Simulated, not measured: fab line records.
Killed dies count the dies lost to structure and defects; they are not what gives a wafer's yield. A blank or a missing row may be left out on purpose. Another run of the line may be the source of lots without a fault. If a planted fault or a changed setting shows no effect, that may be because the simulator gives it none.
Matching of chambers -- flow gf180mcu -- 4 sister chambers for GF_V5_CMP_26 on cmp-01
The step polishes, stops on SiO2, t overpolish 15 s, target thk 0 nm. 18 wafers are shown with their chamber, then 9 later ones without.

## EACH WAFER AND ITS CHAMBER
wafer,chamber,slurry-filter-dp-kPa (kPa),motor-current-A (A),overpolish-run-s (s)
L074.4,1,13.41,10.7,14.998
L074.5,1,13.49,9.9,15.002
L074.6,2,13.63,10.8,14.991
L076.1,3,13.56,10.3,14.986
L076.3,1,13.47,10.2,14.993
L076.4,2,13.20,11.2,15.003
L079.1,2,13.34,10.6,15.008
L079.3,0,13.64,10.6,15.011
L079.4,1,13.44,10.7,15.001
L080.3,3,13.63,9.9,14.992
L080.5,1,13.50,10.6,15.003
L080.6,2,13.34,10.2,14.990
L083.1,3,13.49,9.7,14.996
L083.2,0,13.70,11.3,14.990
L083.6,1,13.31,10.6,15.006
L084.1,2,13.61,10.4,14.991
L084.3,0,13.70,10.7,15.011
L084.6,1,13.40,10.2,14.994

SIGNATURES (means of the wafers above)
reading,chamber 0,chamber 1,chamber 2,chamber 3,scatter within a chamber
slurry-filter-dp-kPa,13.6800,13.4314,13.4240,13.5600,0.113
motor-current-A,10.867,10.414,10.640,9.967,0.344
overpolish-run-s,15.00400,14.99957,14.99660,14.99133,0.00737
Rule: distance of a wafer from a chamber = root of the sum over the readings of ((wafer's reading minus chamber's mean) / reading's scatter) squared. The wafer belongs to the nearest chamber; if the next one is less than 2 further off, it can't be placed. The scatter: the root of (the sum of the squares of (reading less its chamber's mean) over the shown wafers, divided by (wafers less chambers)).

## WAFERS WHOSE CHAMBER IS MISSING
wafer,slurry-filter-dp-kPa (kPa),motor-current-A (A),overpolish-run-s (s)
L088.1,13.63,9.8,15.002
L088.3,13.53,10.5,15.009
L088.6,13.38,10.5,14.986
L096.2,13.63,9.8,14.991
L096.4,13.72,10.3,14.999
L096.5,13.69,10.8,14.996
L097.1,13.41,10.0,14.989
L097.2,13.60,10.4,15.008
L097.6,13.46,11.1,14.999

## THE CHAMBER EACH PASSED THROUGH
wafer,from the rows above,in truth
L088.1,can't be placed: 3 or 1 or 2 or 0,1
L088.3,can't be placed: 1 or 0 or 2 or 3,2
L088.6,can't be placed: 2 or 1 or 3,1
L096.2,can't be placed: 3 or 1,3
L096.4,can't be placed: 0 or 3 or 1 or 2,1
L096.5,can't be placed: 0 or 2 or 1 or 3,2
L097.1,can't be placed: 3 or 1 or 2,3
L097.2,can't be placed: 0 or 1 or 2 or 3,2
L097.6,can't be placed: 2 or 1 or 0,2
Correct placement for 0 of the 9. Can't be placed from these rows: 9 (the true chamber is among the candidates in 9). Placed wrongly: 0.
